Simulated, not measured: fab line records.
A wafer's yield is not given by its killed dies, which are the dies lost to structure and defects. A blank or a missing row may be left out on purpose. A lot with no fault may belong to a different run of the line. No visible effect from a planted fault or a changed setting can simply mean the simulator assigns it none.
fab line records	flow gf180mcu
[record] lots = 6	wafers = 18	last-day = 34
route steps=602 shown V5@559 TOP_METAL@567
lots that met no fault: from a run of the same line without faults
start-h: hours from the record's opening day to when the first of the lot's shown wafers began	wait-h: hours from the lot's prior step to this one	" repeats the value in the row above	L1.1+2: one row covering several wafers at once	- no value, or no start given	* or withheld: withheld	< > ~ a bound
route shown NAME@n: NAME is a module with steps in the file, n the number in the route of the first one	usual: the fault-free wafers' mean and standard deviation	same: alike in all rows	chamber/n: place in a boat	sites: readings site by site	_std_site: standard deviation of those values	_edge_site: outer sites' mean less inner sites'	radius-mm: how far each site lies from the wafer's centre	mask NAME#n: copy n	behind: the most recent tool/chamber to have shaped the wafer	hold: reason for holding the lot/hours on hold/outcome of the hold	device: whichever transistor did not switch (one of n, p or np)	end of line: the same wafers' tests at the end of the route	a step with no rows: only its recipe	killed: dies lost to structure and defects at the first sort, not the wafer's yield	map: a wafer's dies, x killed, . not, _ none there
set.NAME: the setting the step ran with; set.NAME@STEP: the setting that earlier step ran with	model.NAME: the simulator's own value behind a step, which no gauge read
lots at some steps of the route; a table a step, a row a wafer
services: from which hour (start-h, from the record's first day; less than 0 if before it) a tool's chamber was out of use, for how many hours, and why
[[steps]]
[step GF_V5_STRIP_19]
[recipe] chemistry = post-etch-residue-remover	time-s = 1200	temp-c = 72.5
[step GF_V5_CLEAN_20]
[recipe] chemistry = DIW	dry = n2-spin
[step GF_V5_SPUTTER_21]
[recipe] material = Ti	target-thk-nm = 15	chamber-pressure-pa = 5	power-w = 2500	substrate-temp-c = 200	time-s = 80.02
[step GF_V5_SPUTTER_22]
[recipe] material = TiN	target-thk-nm = 10	chamber-pressure-pa = 5	power-w = 4000	time-s = 40
[usual] cathode-dc-power-W = 4000.1/0.76	throttle-valve-pct = 29.6/0.84
lot.wafer	tool	chamber	start-h	wait-h	cathode-dc-power-W	throttle-valve-pct
L826.2	pvd-sputter-02	-	667.92	0.0	4001.2	28.6
L826.3	"	-	"	"	4000.7	29.8
L826.4	"	-	"	"	4000.0	28.6
L827.1	pvd-sputter-02	-	680.77	0.0	4000.3	30.6
L827.2	"	-	"	"	3997.6	29.3
L827.5	"	-	"	"	4000.9	28.7
L833.1	pvd-sputter-02	-	718.07	0.0	4000.0	28.7
L833.2	"	-	"	"	4000.1	29.6
L833.6	"	-	"	"	3998.7	29.5
L835.4	pvd-sputter-02	-	735.35	0.0	3999.3	29.6
L835.5	"	-	"	"	4000.3	28.6
L835.6	"	-	"	"	3999.5	28.7
L840.3	pvd-sputter-02	-	767.87	0.0	4000.0	31.0
L840.4	"	-	"	"	4000.2	28.7
L840.5	"	-	"	"	4000.6	28.6
L842.2	pvd-sputter-02	-	775.02	0.0	4000.0	28.4
L842.4	"	-	"	"	4000.6	29.6
L842.5	"	-	"	"	3999.3	28.5
[step GF_V5_CVD_23]
[recipe] material = W	target-thk-nm = 350	time-s = 104.9	temp-c = 400	pressure-torr = 40
[usual] heater-power-w = 897/97
lot.wafer	tool	chamber	start-h	wait-h	heater-power-w	since-wet-clean-h
L826.2	cvd-w-01	0	667.97	0.0	823	264
L826.3	"	0	"	"	792	-
L826.4	"	1	"	"	863	-
L827.1	cvd-w-01	0	680.81	0.0	810	277
L827.2	"	1	"	"	862	277
L827.5	"	1	"	"	882	-
L833.1	cvd-w-01	0	718.11	0.0	805	314
L833.2	"	1	"	"	880	314
L833.6	"	0	"	"	793	-
L835.4	cvd-w-01	1	735.41	0.0	880	-
L835.5	"	1	"	"	875	-
L835.6	"	0	"	"	825	-
L840.3	cvd-w-02	0	767.94	0.1	820	-
L840.4	"	1	"	"	1061	-
L840.5	"	1	"	"	1084	-
L842.2	cvd-w-02	1	775.06	0.0	1050	871
L842.4	"	0	"	"	852	-
L842.5	"	1	"	"	1068	-
[step GF_V5_RS_MEAS_24]
[recipe] thk-meas-gauge = four-point-probe	reads = W_of_V5_CVD_23+TiN_of_V5_SPUTTER_22+Ti_of_V5_SPUTTER_21
[usual] V5_W_RS = 0.328/0.0039
lot.wafer	tool	chamber	start-h	wait-h	V5_W_RS[ohm/sq]
L826.2	film-metro-02	-	668.10	0.1	0.332
L826.3	"	-	"	"	0.338
L826.4	"	-	"	"	0.330
L827.1	film-metro-01	-	680.92	0.1	0.333
L827.2	"	-	"	"	0.327
L827.5	"	-	"	"	0.329
L833.1	film-metro-02	-	718.22	0.1	0.333
L833.2	"	-	"	"	0.329
L833.6	"	-	"	"	0.336
L835.4	film-metro-01	-	735.54	0.1	0.326
L835.5	"	-	"	"	0.326
L835.6	"	-	"	"	0.332
L840.3	film-metro-01	-	768.06	0.1	0.322
L840.4	"	-	"	"	0.323
L840.5	"	-	"	"	0.321
L842.2	film-metro-01	-	775.19	0.1	0.326
L842.4	"	-	"	"	0.325
L842.5	"	-	"	"	0.325
[step GF_V5_THK_MEAS_25]
[recipe] thk-meas-gauge = xrf	reads = W_of_V5_CVD_23
[usual] V5_W_THK = 344/5.8
lot.wafer	tool	chamber	start-h	wait-h	V5_W_THK[nm]
L826.2	film-metro-02	-	668.21	0.1	344
L826.3	"	-	"	"	338
L826.4	"	-	"	"	346
L827.1	film-metro-01	-	681.04	0.1	336
L827.2	"	-	"	"	340
L827.5	"	-	"	"	339
L833.1	film-metro-02	-	718.34	0.1	345
L833.2	"	-	"	"	347
L833.6	"	-	"	"	341
L835.4	film-metro-01	-	735.63	0.1	346
L835.5	"	-	"	"	345
L835.6	"	-	"	"	337
L840.3	film-metro-01	-	768.16	0.1	350
L840.4	"	-	"	"	349
L840.5	"	-	"	"	351
L842.2	film-metro-01	-	775.30	0.1	348
L842.4	"	-	"	"	345
L842.5	"	-	"	"	346
[step GF_V5_CMP_26]
[recipe] stop-on = SiO2	down-force-psi = 3.5	platen-rpm = 60	t-overpolish-s = 15	target-thk-nm = 0	pad-velocity-m-s = 0.94248
[step GF_TOP_METAL_SPUTTER_00]
[recipe] material = Ti	target-thk-nm = 37.5	arriving-ion-energy-ev = 80	substrate-temp-c = 200	chamber-pressure-pa = 2	power-w = 4000	time-s = 150
[step GF_TOP_METAL_SPUTTER_01]
[recipe] material = TiN	target-thk-nm = 30	power-w = 6500	time-s = 25	chamber-pressure-pa = 0.4
[usual] cathode-dc-power-W = 6500.0/1.1	throttle-valve-pct = 29.6/0.84
lot.wafer	tool	chamber	start-h	wait-h	cathode-dc-power-W	throttle-valve-pct
L826.2	pvd-sputter-04	-	668.66	0.1	6501.0	29.6
L826.3	"	-	"	"	6499.9	30.5
L826.4	"	-	"	"	6498.4	28.4
L827.1	pvd-sputter-03	-	681.50	0.1	6499.6	30.0
L827.2	"	-	"	"	6499.8	29.2
L827.5	"	-	"	"	6499.7	30.2
L833.1	pvd-sputter-03	-	718.80	0.1	6503.1	29.0
L833.2	"	-	"	"	6499.9	30.0
L833.6	"	-	"	"	6501.2	29.2
L835.4	pvd-sputter-03	-	736.06	0.1	6500.4	30.1
L835.5	"	-	"	"	6500.3	29.3
L835.6	"	-	"	"	6498.5	30.1
L840.3	pvd-sputter-04	-	768.60	0.1	6498.6	29.5
L840.4	"	-	"	"	6501.8	31.8
L840.5	"	-	"	"	6500.8	29.4
L842.2	pvd-sputter-02	-	775.75	0.1	6498.9	28.7
L842.4	"	-	"	"	6499.9	29.4
L842.5	"	-	"	"	6501.9	30.8
[step GF_TOP_METAL_SPUTTER_02]
[recipe] material = AlCu	target-thk-nm = 900	power-w = 10600	chamber-pressure-pa = 0.3	substrate-temp-c = 250	gas = Ar	time-s = 47.82
[usual] cathode-dc-power-W = 10600/1.7	throttle-valve-pct = 29.6/0.83
lot.wafer	tool	chamber	start-h	wait-h	cathode-dc-power-W	throttle-valve-pct
L826.2	pvd-sputter-04	-	668.69	0.0	10598	29.5
L826.3	"	-	"	"	10600	30.7
L826.4	"	-	"	"	10599	28.1
L827.1	pvd-sputter-03	-	681.53	0.0	10601	29.9
L827.2	"	-	"	"	10600	28.9
L827.5	"	-	"	"	10598	30.1
L833.1	pvd-sputter-03	-	718.84	0.0	10602	28.7
L833.2	"	-	"	"	10596	30.2
L833.6	"	-	"	"	10600	29.4
L835.4	pvd-sputter-03	-	736.09	0.0	10600	30.1
L835.5	"	-	"	"	10599	29.1
L835.6	"	-	"	"	10600	30.0
L840.3	pvd-sputter-04	-	768.63	0.0	10601	29.4
L840.4	"	-	"	"	10601	31.5
L840.5	"	-	"	"	10601	29.5
L842.2	pvd-sputter-02	-	775.78	0.0	10601	28.5
L842.4	"	-	"	"	10602	29.7
L842.5	"	-	"	"	10599	30.8
[step GF_TOP_METAL_SPUTTER_03]
[recipe] material = Ti	target-thk-nm = 5	substrate-temp-c = 300	chamber-pressure-pa = 0.3	power-w = 3000	time-s = 3.3
[step GF_TOP_METAL_SPUTTER_04]
[recipe] material = TiN	target-thk-nm = 25	power-w = 6500	time-s = 20.8	chamber-pressure-pa = 0.4
[usual] cathode-dc-power-W = 6500.0/1.2	throttle-valve-pct = 29.6/0.85
lot.wafer	tool	chamber	start-h	wait-h	cathode-dc-power-W	throttle-valve-pct	model.TiN_of_TOP_METAL_SPUTTER_04.thk-nm
L826.2	pvd-sputter-04	-	668.75	0.0	6500.0	29.6	25.42
L826.3	"	-	"	"	6502.0	30.5	24.95
L826.4	"	-	"	"	6501.8	28.5	24.9
L827.1	pvd-sputter-03	-	681.60	0.0	6500.4	29.9	24.98
L827.2	"	-	"	"	6499.7	29.5	24.9
L827.5	"	-	"	"	6498.4	30.0	25.76
L833.1	pvd-sputter-03	-	718.90	0.0	7000.7	29.1	26.46
L833.2	"	-	"	"	6999.1	30.0	27.29
L833.6	"	-	"	"	6997.8	29.2	26.18
L835.4	pvd-sputter-03	-	736.15	0.0	6999.2	30.2	27.5
L835.5	"	-	"	"	6999.9	29.3	26.7
L835.6	"	-	"	"	7000.8	30.1	27.11
L840.3	pvd-sputter-04	-	768.69	0.0	6500.1	29.5	25.81
L840.4	"	-	"	"	6502.5	31.3	25.37
L840.5	"	-	"	"	6500.3	29.7	25.8
L842.2	pvd-sputter-02	-	775.85	0.0	6498.4	28.6	24.96
L842.4	"	-	"	"	6501.3	29.3	24.68
L842.5	"	-	"	"	6500.7	30.8	24.62
[step GF_TOP_METAL_RS_MEAS_05]
[recipe] thk-meas-gauge = four-point-probe	reads = TiN_of_TOP_METAL_SPUTTER_04+Ti_of_TOP_METAL_SPUTTER_03+AlCu_of_TOP_METAL_SPUTTER_02+TiN_of_TOP_METAL_SPUTTER_01+Ti_of_TOP_METAL_SPUTTER_00
[usual] TOP_METAL_ALCU_RS = 0.0331/0.00036
lot.wafer	tool	chamber	start-h	wait-h	TOP_METAL_ALCU_RS[ohm/sq]
L826.2	film-metro-02	-	668.81	0.0	0.0330
L826.3	"	-	"	"	0.0334
L826.4	"	-	"	"	0.0332
L827.1	film-metro-02	-	681.62	0.0	0.0330
L827.2	"	-	"	"	0.0329
L827.5	"	-	"	"	0.0328
L833.1	film-metro-03	-	718.93	0.0	0.0336
L833.2	"	-	"	"	0.0330
L833.6	"	-	"	"	0.0331
L835.4	film-metro-01	-	736.24	0.1	0.0333
L835.5	"	-	"	"	0.0336
L835.6	"	-	"	"	0.0329
L840.3	film-metro-02	-	768.76	0.1	0.0326
L840.4	"	-	"	"	0.0334
L840.5	"	-	"	"	0.0327
L842.2	film-metro-03	-	775.89	0.0	0.0335
L842.4	"	-	"	"	0.0332
L842.5	"	-	"	"	0.0339
[step GF_TOP_METAL_THK_MEAS_06]
[recipe] thk-meas-gauge = xrf	reads = AlCu_of_TOP_METAL_SPUTTER_02
[usual] TOP_METAL_ALCU_THK = 893/9.7
lot.wafer	tool	chamber	start-h	wait-h	TOP_METAL_ALCU_THK[nm]
L826.2	film-metro-02	-	668.92	0.1	888
L826.3	"	-	"	"	876
L826.4	"	-	"	"	888
L827.1	film-metro-02	-	681.74	0.1	897
L827.2	"	-	"	"	897
L827.5	"	-	"	"	903
L833.1	film-metro-03	-	719.05	0.1	881
L833.2	"	-	"	"	897
L833.6	"	-	"	"	899
L835.4	film-metro-01	-	736.33	0.1	879
L835.5	"	-	"	"	874
L835.6	"	-	"	"	890
L840.3	film-metro-02	-	768.86	0.1	898
L840.4	"	-	"	"	882
L840.5	"	-	"	"	898
L842.2	film-metro-03	-	776.00	0.1	886
L842.4	"	-	"	"	891
L842.5	"	-	"	"	874
[step GF_TOP_METAL_DEHYDRATE_07]
[recipe] temp-c = 200	time-s = 60
[step GF_TOP_METAL_HMDS_08]
[recipe] prime-time-s = 60	prime-temp-c = 120
[step GF_TOP_METAL_COAT_09]
[recipe] resist = NOVOLAK	spin-rpm = 3000	resist-thk-nm = 1500
[step GF_TOP_METAL_SOFTBAKE_10]
[recipe] temp-c = 90	time-s = 60	resist = NOVOLAK
[step GF_TOP_METAL_EXPOSE_11]
[recipe] mask-id = MetalTop	target-cd-nm = 440	na = 0.6	source-shape = conventional	sigma-outer = 0.6	dose-mj = 170
[step GF_TOP_METAL_PEB_12]
[recipe] temp-c = withheld	time-s = *	resist = NOVOLAK
[step GF_TOP_METAL_DEVELOP_13]
[recipe] develop-time-s = 60	dev-temp-c = 23
[step GF_TOP_METAL_CD_MEAS_14]
[recipe] target-cd-nm = 440
[usual] cd-nm = 440.4/2.2
lot.wafer	tool	chamber	start-h	wait-h	cd-nm
L826.2	cd-sem-02	-	688.04	0.1	441.2
L826.3	"	-	"	"	442.6
L826.4	"	-	"	"	444.9
L827.1	cd-sem-01	-	700.67	0.1	440.8
L827.2	"	-	"	"	437.9
L827.5	"	-	"	"	440.6
L833.1	cd-sem-02	-	736.67	0.1	441.4
L833.2	"	-	"	"	440.5
L833.6	"	-	"	"	441.4
L835.4	cd-sem-02	-	754.09	0.1	442.3
L835.5	"	-	"	"	441.5
L835.6	"	-	"	"	441.4
L840.3	cd-sem-01	-	784.77	0.1	440.9
L840.4	"	-	"	"	441.2
L840.5	"	-	"	"	439.4
L842.2	cd-sem-02	-	791.70	0.1	438.6
L842.4	"	-	"	"	439.9
L842.5	"	-	"	"	440.7
[step GF_TOP_METAL_OVL_MEAS_15]
[usual] TOP_METAL_OVL = -1.1/1.2
lot.wafer	tool	chamber	start-h	wait-h	TOP_METAL_OVL[nm]
L826.2	overlay-02	-	688.15	0.1	-1.9
L826.3	"	-	"	"	-2.6
L826.4	"	-	"	"	-3.1
L827.1	overlay-02	-	700.79	0.1	-1.9
L827.2	"	-	"	"	-1.7
L827.5	"	-	"	"	-1.9
L833.1	overlay-02	-	736.79	0.1	-0.9
L833.2	"	-	"	"	-0.7
L833.6	"	-	"	"	-1.4
L835.4	overlay-01	-	754.16	0.1	-0.1
L835.5	"	-	"	"	1.1
L835.6	"	-	"	"	-1.6
L840.3	overlay-02	-	784.86	0.1	-2.0
L840.4	"	-	"	"	0.4
L840.5	"	-	"	"	-1.6
L842.2	overlay-01	-	791.80	0.1	-0.6
L842.4	"	-	"	"	-2.6
L842.5	"	-	"	"	-2.6
[step GF_TOP_METAL_METAL_ETCH_16]
[recipe] chemistry = Cl2/BCl3	mask-material = NOVOLAK	target-depth-nm = 1197	stop-on = SiO2	pressure-mtorr = 8	icp-w = 800	bias-w = 140	Cl2_flow_sccm = 80	bcl3-flow-sccm = 40	time-s = 199.5
[step GF_TOP_METAL_STRIP_17]
[recipe] chemistry = O2/N2	power-w = 1400	pressure-mtorr = 1500	platen-temp-c = 250	o2-flow-sccm = 3000	n2-flow-sccm = 300	overash-fraction = 0.5
[usual] drypump-motor-current-A = 5.4/0.37	heater-power-w = 337/43	n2-flow-sccm = 299.8/0.86	oes-product-au = 0.710/0.0046	strip-time-to-endpoint-s = 12.89/0.15
lot.wafer	tool	chamber	start-h	wait-h	drypump-motor-current-A	heater-power-w	n2-flow-sccm	oes-product-au	rf-hours-counter-h	strip-time-to-endpoint-s
L826.2	plasma-asher-04	1	688.56	0.3	4.8	320	299.4	0.711	59	12.83
L826.3	"	0	"	"	5.5	289	299.2	0.717	-	12.90
L826.4	"	1	"	"	4.8	330	298.4	0.711	-	12.86
L827.1	plasma-asher-01	0	701.02	0.1	5.5	378	299.7	0.708	28	13.06
L827.2	"	1	"	"	6.0	378	300.3	0.705	28	12.84
L827.5	"	1	"	"	6.0	395	299.6	0.712	-	13.02
L833.1	plasma-asher-01	1	737.02	0.1	6.0	391	301.4	0.716	31	12.84
L833.2	"	0	"	"	5.5	383	299.9	0.702	31	12.90
L833.6	"	0	"	"	5.5	382	300.5	0.706	-	12.95
L835.4	plasma-asher-04	0	754.41	0.1	5.4	285	301.1	0.707	-	12.91
L835.5	"	0	"	"	5.4	275	299.1	0.709	-	13.15
L835.6	"	1	"	"	4.9	331	300.5	0.719	-	12.88
L840.3	plasma-asher-01	1	785.11	0.1	6.0	385	300.7	0.703	-	12.83
L840.4	"	0	"	"	5.5	373	299.1	0.703	-	13.02
L840.5	"	0	"	"	5.5	379	298.7	0.715	-	13.02
L842.2	plasma-asher-04	0	792.21	0.3	5.5	289	299.3	0.712	71	12.60
L842.4	"	0	"	"	5.4	289	299.6	0.710	-	12.59
L842.5	"	0	"	"	5.5	289	300.2	0.705	-	12.55
[step GF_TOP_METAL_STRIP_18]
[recipe] chemistry = post-etch-residue-remover	time-s = 1200	temp-c = 72.5
[usual] bath-heat-duty-pct = 14.7/1.6
lot.wafer	tool	chamber	start-h	wait-h	bath-heat-duty-pct	model.TiN_of_TOP_METAL_SPUTTER_04.thk-nm
L826.2	wet-bench-02	3	688.66	0.1	13.7	25
L826.3	"	3	"	"	13.6	24.53
L826.4	"	3	"	"	13.8	24.48
L827.1	wet-bench-04	2	701.12	0.1	17.9	24.55
L827.2	"	2	"	"	17.9	24.47
L827.5	"	2	"	"	17.6	25.33
L833.1	wet-bench-03	0	737.12	0.1	15.6	26.04
L833.2	"	0	"	"	13.5	26.87
L833.6	"	0	"	"	16.5	25.76
L835.4	wet-bench-03	2	754.47	0.0	13.8	27.08
L835.5	"	2	"	"	13.2	26.29
L835.6	"	2	"	"	14.5	26.69
L840.3	wet-bench-03	3	785.17	0.0	15.4	25.39
L840.4	"	3	"	"	16.9	24.95
L840.5	"	3	"	"	15.3	25.38
L842.2	wet-bench-04	0	792.31	0.1	13.1	24.53
L842.4	"	0	"	"	13.6	24.25
L842.5	"	0	"	"	12.9	24.2
[step GF_TOP_METAL_CLEAN_19]
[recipe] chemistry = DIW	dry = n2-spin
[[services]]
tool	chamber	start-h	hours	kind
plasma-asher-01	-	644.29	5.6	repair
cvd-w-01	0	653.90	6.9	repair
pvd-sputter-04	-	672.94	2.2	repair
pvd-sputter-02	2	720.30	-	consumable-replace:kit
pvd-sputter-02	2	720.30	18.0	scheduled-down
pvd-sputter-02	2	720.30	18.0	vent-cycle
cvd-w-01	-	741.94	1.1	repair
cvd-w-02	-	749.43	6.9	pm
cvd-w-02	-	756.33	2.8	pm
pvd-sputter-04	2	768.72	-	consumable-replace:kit
cvd-w-01	-	781.77	13.3	repair
pvd-sputter-03	0	789.26	-	consumable-replace:kit
pvd-sputter-03	0	789.26	18.0	scheduled-down
pvd-sputter-03	0	789.26	18.0	vent-cycle
[[key]]
[first-sign] step = GF_TOP_METAL_SPUTTER_04	reading = cathode-dc-power-W	direction = up	sigmas = 99+	usual = 6500.0	struck = 6999.6
effect none on later readings
[model-effect] step = GF_TOP_METAL_SPUTTER_04	value = TiN_of_TOP_METAL_SPUTTER_04.thk-nm	without = 24.95	struck = 26.87
[model-effect] step = GF_TOP_METAL_STRIP_18	value = TiN_of_TOP_METAL_SPUTTER_04.thk-nm	without = 24.53	struck = 26.45
met-at GF_TOP_METAL_SPUTTER_04
struck-wafers L833.1,L833.2,L833.6,L835.4,L835.5,L835.6
onset-between 681.60 718.90
[fault] kind = process-parameter-drift	tool = pvd-sputter-03	chamber = -	onset-h = 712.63	steps = GF_TOP_METAL_SPUTTER_04	channel = power-w	offset = 499.97	shape = step	end-h = 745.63	acts-in = these-recipes-only	stated = 6500
